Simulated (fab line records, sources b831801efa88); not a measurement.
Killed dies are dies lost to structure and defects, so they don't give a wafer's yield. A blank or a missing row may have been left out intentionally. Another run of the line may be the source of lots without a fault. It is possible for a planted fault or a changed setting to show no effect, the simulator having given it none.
fab line records	flow sky130
record lots=10	wafers=30	last-day=50
route steps=708 shown CONTACT@411 METAL3@565 VIA3@588
lots untouched by any fault: they come from a run of this same line in which no faults occurred
start-h: hours from the record's first day to the start of the lot's first wafer shown	wait-h: hours from the lot's prior step to this one	" same as the row above	L1.1+2: several wafers, shown together as one row	- either no value or no given start	* or withheld: withheld	< > ~ a bound
route shown NAME@n: a module of which the file shows steps, and the number in the route of the first	usual: mean/standard deviation of fault-free wafers	same: alike in all rows	chamber/n: place in a boat	sites: readings site by site	_std_site: standard deviation across them	_edge_site: mean of outer sites minus mean of inner sites	radius-mm: how far each site lies from the wafer's centre	mask NAME#n: copy n	behind: the most recent tool/chamber to have shaped the wafer	hold: the reason the lot was held/the length of the hold in hours/how it ended	device: the transistor (n, p or np) that didn't switch	end of line: at the end of the route, the tests of the same wafers	where a step has no rows: the recipe by itself	killed: count of dies lost to structure and defects at first sort (not the wafer's yield)	map: shows each die of a wafer: x if killed, . if not, _ if none is there
set.NAME: the setting the step ran with; set.NAME@STEP: the setting that earlier step ran with	model.NAME: the simulator's own value behind a step, which no gauge read
a sample of lots followed through the steps of the route, with each step as a table and each wafer as a row
services: when a tool's chamber went out of use (start-h, in hours from the record's first day, below 0 if earlier), for how many hours, and the reason
## steps
# step SKY_CONTACT_BOW_MEAS_05
# recipe mode=bow
# usual CONTACT_BOW=81/7
lot.wafer	tool	chamber	start-h	wait-h	CONTACT_BOW[um]
L925.2	film-metro-04	-	715.61	0.2	88
L925.3	"	-	"	"	80
L925.5	"	-	"	"	94
L926.3	film-metro-04	-	718.84	0.1	80
L926.5	"	-	"	"	90
L926.6	"	-	"	"	73
L927.3	film-metro-03	-	733.04	0.2	98
L927.4	"	-	"	"	79
L927.5	"	-	"	"	84
L929.2	film-metro-03	-	747.36	0.2	90
L929.5	"	-	"	"	85
L929.6	"	-	"	"	83
L931.1	film-metro-01	-	763.31	0.1	83
L931.5	"	-	"	"	89
L931.6	"	-	"	"	84
L937.2	film-metro-03	-	816.57	0.3	78
L937.3	"	-	"	"	82
L937.6	"	-	"	"	77
L939.1	film-metro-01	-	828.49	0.1	77
L939.2	"	-	"	"	83
L939.5	"	-	"	"	85
L942.1	film-metro-03	-	848.48	0.1	89
L942.2	"	-	"	"	78
L942.6	"	-	"	"	83
L944.2	film-metro-03	-	863.89	0.2	77
L944.4	"	-	"	"	82
L944.6	"	-	"	"	70
L946.1	film-metro-04	-	888.23	0.1	83
L946.2	"	-	"	"	81
L946.4	"	-	"	"	71
# step SKY_METAL3_DESCUM_15
# recipe chemistry=O2	source-power-w=150	bias-power-w=0	pressure-mtorr=10	temp-c=40	time-s=8
# usual drypump-motor-current-A=5.58/0.24	oes-product-au=1.003/0.0081
# same bias-power-w=0
lot.wafer	tool	chamber	start-h	wait-h	drypump-motor-current-A	oes-product-au	rf-hours-counter-h
L925.2	rie-metal-02	0	909.88	0.0	5.27	0.992	11
L925.3	"	0	"	"	5.28	0.996	-
L925.5	"	1	"	"	5.81	1.016	-
L926.3	rie-metal-01	0	913.04	0.0	5.63	1.014	-
L926.5	"	0	"	"	5.64	1.007	-
L926.6	"	1	"	"	5.70	1.016	-
L927.3	rie-metal-04	0	924.40	0.0	5.89	1.016	-
L927.4	"	1	"	"	5.23	0.996	-
L927.5	"	0	"	"	5.86	1.017	-
L929.2	rie-metal-01	0	938.58	0.0	5.64	1.011	14
L929.5	"	1	"	"	5.65	1.000	-
L929.6	"	0	"	"	5.65	0.994	-
L931.1	rie-metal-02	0	953.14	0.0	5.28	0.998	13
L931.5	"	1	"	"	5.80	1.009	-
L931.6	"	0	"	"	5.28	0.994	-
L937.2	rie-metal-04	1	998.73	0.0	5.24	0.997	12
L937.3	"	1	"	"	5.23	0.996	-
L937.6	"	0	"	"	5.86	1.007	-
L939.1	rie-metal-04	1	1012.64	0.0	5.21	1.005	13
L939.2	"	0	"	"	5.86	1.010	14
L939.5	"	1	"	"	5.22	1.010	-
L942.1	rie-metal-01	1	1028.57	0.0	5.67	1.008	20
L942.2	"	0	"	"	5.64	1.006	18
L942.6	"	1	"	"	5.67	1.009	-
L944.2	rie-metal-04	0	1042.87	0.0	5.85	1.005	16
L944.4	"	0	"	"	5.83	1.008	-
L944.6	"	1	"	"	5.22	0.997	-
L946.1	rie-metal-04	1	1064.22	0.0	5.22	0.990	15
L946.2	"	0	"	"	5.86	1.000	17
L946.4	"	1	"	"	5.24	0.995	-
# step SKY_VIA3_ETCH_15
# recipe target=SiO2	chemistry=C4F8/O2/Ar	target-depth-nm=507	stop-on=TiN	mask-material=KrF-thick	source-w=1500	bias-w=1200	pressure-mtorr=40	c4f8-flow-sccm=withheld	O2_flow_sccm=6	Ar_flow_sccm=300	time-s=78
# usual oes-product-au=0.946/0.0049
lot.wafer	tool	chamber	start-h	wait-h	oes-product-au	rf-hours-counter-h
L925.2	rie-diel-01	2	936.33	0.0	0.947	19
L925.3	"	1	"	"	0.953	10
L925.5	"	0	"	"	0.947	-
L926.3	rie-diel-03	3	939.81	0.0	0.943	12
L926.5	"	1	"	"	0.941	-
L926.6	"	0	"	"	0.950	-
L927.3	rie-diel-03	3	949.58	0.0	0.952	13
L927.4	"	0	"	"	0.943	2
L927.5	"	2	"	"	0.952	-
L929.2	rie-diel-03	0	965.01	0.0	0.941	3
L929.5	"	1	"	"	0.947	-
L929.6	"	0	"	"	0.946	-
L931.1	rie-diel-02	1	978.51	0.0	0.943	12
L931.5	"	1	"	"	0.939	-
L931.6	"	0	"	"	0.948	-
L937.2	rie-diel-01	1	1023.76	0.0	0.950	12
L937.3	"	2	"	"	0.947	22
L937.6	"	2	"	"	0.945	-
L939.1	rie-diel-03	3	1036.78	0.0	0.948	15
L939.2	"	0	"	"	0.942	5
L939.5	"	3	"	"	0.945	-
L942.1	rie-diel-02	3	1052.46	0.0	0.946	17
L942.2	"	0	"	"	0.936	19
L942.6	"	0	"	"	0.951	-
L944.2	rie-diel-03	3	1066.56	0.0	0.947	16
L944.4	"	1	"	"	0.935	20
L944.6	"	3	"	"	0.943	-
L946.1	rie-diel-01	1	1086.63	0.0	0.956	14
L946.2	"	2	"	"	0.951	23
L946.4	"	0	"	"	0.942	10
# step SKY_VIA3_CVD_21
# recipe material=W	target-thk-nm=390	time-s=117.31	temp-c=400	pressure-torr=40
# usual heater-power-w=878/88
lot.wafer	tool	chamber	start-h	wait-h	heater-power-w
L925.2	cvd-w-02	1	937.05	0.0	876
L925.3	"	0	"	"	1010
L925.5	"	0	"	"	966
L926.3	cvd-w-02	0	940.57	0.1	1003
L926.5	"	0	"	"	1002
L926.6	"	1	"	"	890
L927.3	cvd-w-01	0	950.89	0.1	805
L927.4	"	1	"	"	800
L927.5	"	0	"	"	796
L929.2	cvd-w-02	0	965.72	0.0	1020
L929.5	"	1	"	"	875
L929.6	"	0	"	"	1011
L931.1	cvd-w-02	0	979.24	0.0	1004
L931.5	"	1	"	"	887
L931.6	"	0	"	"	993
L937.2	cvd-w-02	1	1024.47	0.0	875
L937.3	"	0	"	"	1000
L937.6	"	0	"	"	1002
L939.1	cvd-w-01	0	1037.51	0.0	792
L939.2	"	1	"	"	801
L939.5	"	0	"	"	809
L942.1	cvd-w-01	0	1053.17	0.0	805
L942.2	"	1	"	"	801
L942.6	"	0	"	"	816
L944.2	cvd-w-01	1	1067.29	0.0	796
L944.4	"	1	"	"	808
L944.6	"	0	"	"	810
L946.1	cvd-w-01	1	1087.35	0.0	805
L946.2	"	0	"	"	813
L946.4	"	1	"	"	781
# step SKY_VIA3_RS_MEAS_22
# recipe thk-meas-gauge=four-point-probe	reads=W_of_VIA3_CVD_21+TiN_of_VIA3_SPUTTER_20
# usual VIA3_W_RS=0.2923/0.0027
lot.wafer	tool	chamber	start-h	wait-h	VIA3_W_RS[ohm/sq]
L925.2	film-metro-01	-	937.19	0.1	0.2900
L925.3	"	-	"	"	0.2935
L925.5	"	-	"	"	0.2913
L926.3	film-metro-01	-	940.69	0.1	0.2917
L926.5	"	-	"	"	0.2878
L926.6	"	-	"	"	0.2858
L927.3	film-metro-01	-	951.01	0.1	0.2930
L927.4	"	-	"	"	0.2943
L927.5	"	-	"	"	0.2947
L929.2	film-metro-02	-	965.86	0.1	0.2914
L929.5	"	-	"	"	0.2869
L929.6	"	-	"	"	0.2905
L931.1	film-metro-01	-	979.36	0.1	0.2912
L931.5	"	-	"	"	0.2928
L931.6	"	-	"	"	0.2923
L937.2	film-metro-01	-	1024.61	0.1	0.5511
L937.3	"	-	"	"	0.2910
L937.6	"	-	"	"	0.2916
L939.1	film-metro-04	-	1037.63	0.1	0.2921
L939.2	"	-	"	"	0.2921
L939.5	"	-	"	"	0.2947
L942.1	film-metro-04	-	1053.30	0.1	0.2911
L942.2	"	-	"	"	0.2922
L942.6	"	-	"	"	0.2920
L944.2	film-metro-04	-	1067.43	0.1	0.2967
L944.4	"	-	"	"	0.2979
L944.6	"	-	"	"	0.2942
L946.1	film-metro-04	-	1087.47	0.1	0.2936
L946.2	"	-	"	"	0.2924
L946.4	"	-	"	"	0.2954
# step SKY_VIA3_THK_MEAS_23
# recipe thk-meas-gauge=xrf	reads=W_of_VIA3_CVD_21
# usual VIA3_W_THK=388/4.6
lot.wafer	tool	chamber	start-h	wait-h	VIA3_W_THK[nm]
L925.2	film-metro-01	-	937.30	0.1	394
L925.3	"	-	"	"	388
L925.5	"	-	"	"	389
L926.3	film-metro-01	-	940.79	0.1	389
L926.5	"	-	"	"	396
L926.6	"	-	"	"	398
L927.3	film-metro-01	-	951.11	0.1	389
L927.4	"	-	"	"	384
L927.5	"	-	"	"	384
L929.2	film-metro-02	-	965.97	0.1	386
L929.5	"	-	"	"	393
L929.6	"	-	"	"	388
L931.1	film-metro-01	-	979.48	0.1	392
L931.5	"	-	"	"	389
L931.6	"	-	"	"	387
L937.2	film-metro-01	-	1024.72	0.1	207
L937.3	"	-	"	"	389
L937.6	"	-	"	"	388
L939.1	film-metro-04	-	1037.75	0.1	388
L939.2	"	-	"	"	391
L939.5	"	-	"	"	388
L942.1	film-metro-04	-	1053.42	0.1	391
L942.2	"	-	"	"	390
L942.6	"	-	"	"	392
L944.2	film-metro-04	-	1067.54	0.1	384
L944.4	"	-	"	"	382
L944.6	"	-	"	"	386
L946.1	film-metro-04	-	1087.59	0.1	385
L946.2	"	-	"	"	383
L946.4	"	-	"	"	381
# step SKY_VIA3_CMP_24
# recipe stop-on=SiO2	t-overpolish-s=20	down-force-psi=3.5	platen-rpm=60	target-thk-nm=0	pad-velocity-m-s=0.94248
# usual edge-zone-pressure-frac=1.000/0.0046	motor-current-A=11.1/0.85	time-to-endpoint-s=96/3.4
lot.wafer	tool	chamber	start-h	wait-h	edge-zone-pressure-frac	motor-current-A	time-to-endpoint-s
L925.2	cmp-02	1	939.83	2.5	1.001	13.1	92
L925.3	"	3	"	"	1.005	10.0	98
L925.5	"	0	"	"	0.999	11.3	96
L926.3	cmp-02	1	941.13	0.3	1.005	12.5	90
L926.5	"	2	"	"	1.003	10.5	101
L926.6	"	3	"	"	1.001	10.2	95
L927.3	cmp-01	3	951.26	0.1	1.005	10.3	96
L927.4	"	1	"	"	0.994	11.0	91
L927.5	"	3	"	"	1.001	10.8	92
L929.2	cmp-01	1	966.07	0.1	0.997	11.4	91
L929.6	"	0	"	"	0.997	11.1	93
L929.5	"	1	"	"	0.999	11.2	93
L931.1	cmp-02	3	979.54	0.1	0.996	9.9	93
L931.6	"	3	"	"	0.996	9.9	97
L931.5	"	0	"	"	1.001	11.8	91
L937.3	cmp-01	3	1024.82	0.1	0.999	10.6	95
L937.2	"	2	"	"	0.996	11.1	48
L937.6	"	0	"	"	1.005	10.7	95
L939.1	cmp-01	1	1037.91	0.1	1.000	10.7	93
L939.2	"	2	"	"	1.001	11.2	93
L939.5	"	0	"	"	1.007	10.9	88
L942.2	cmp-02	3	1053.48	0.0	1.001	9.8	100
L942.1	"	1	"	"	1.003	12.9	91
L942.6	"	0	"	"	1.003	11.4	95
L944.2	cmp-01	0	1067.59	0.0	1.010	11.6	96
L944.4	"	2	"	"	1.010	11.3	98
L944.6	"	0	"	"	0.998	10.9	96
L946.4	cmp-01	1	1087.81	0.2	0.994	11.3	101
L946.2	"	3	"	"	0.995	11.0	101
L946.1	"	0	"	"	0.999	10.5	98
## services
tool	chamber	start-h	hours	kind
cmp-01	-	900.88	0.4	repair
cvd-w-01	-	904.00	14.0	pm
rie-diel-03	2	907.64	9.7	repair
cmp-02	-	909.04	2.0	repair
cvd-w-02	1	909.11	4.3	repair
cmp-01	-	912.00	4.0	pm
cmp-01	-	936.08	2.0	repair
cmp-02	-	936.36	2.5	repair
cmp-02	-	963.30	0.8	repair
cmp-01	-	974.10	1.0	repair
cmp-01	-	983.39	4.4	pm
cmp-02	-	990.35	3.3	repair
cmp-02	-	993.98	5.1	pm
cvd-w-01	-	1001.37	1.9	repair
cvd-w-01	-	1002.64	0.4	repair
cvd-w-02	1	1011.19	3.4	repair
cvd-w-02	-	1015.51	0.9	repair
rie-diel-03	-	1022.76	0.2	repair
cvd-w-01	-	1027.61	6.0	pm
rie-diel-03	1	1035.06	9.0	repair
cvd-w-01	-	1037.99	1.5	repair
cvd-w-02	-	1040.62	4.3	pm
cvd-w-01	-	1055.86	3.8	pm
cvd-w-02	-	1065.58	2.8	pm
## key
first-sign step=SKY_VIA3_RS_MEAS_22	reading=VIA3_W_RS	direction=up	sigmas=95	usual=0.2923	struck=0.5511
effect step=SKY_VIA3_THK_MEAS_23	reading=VIA3_W_THK	direction=down	sigmas=39	usual=388	struck=207
effect step=SKY_VIA3_CMP_24	reading=time-to-endpoint-s	direction=down	sigmas=14	usual=*	struck=*
met-at SKY_VIA3_CVD_21
struck-lots L937
struck-wafers L937.2
not-acting-at SKY_CONTACT_BOW_MEAS_05,SKY_METAL3_DESCUM_15,SKY_VIA3_ETCH_15
onset-between 979.24 1024.47
fault kind=process-parameter-drift	tool=cvd-w-02	chamber=1	onset-h=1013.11	steps=SKY_VIA3_CVD_21	channel=target-thk-nm	offset=-186.08	shape=step	end-h=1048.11	acts-in=these-recipes-only	stated=390
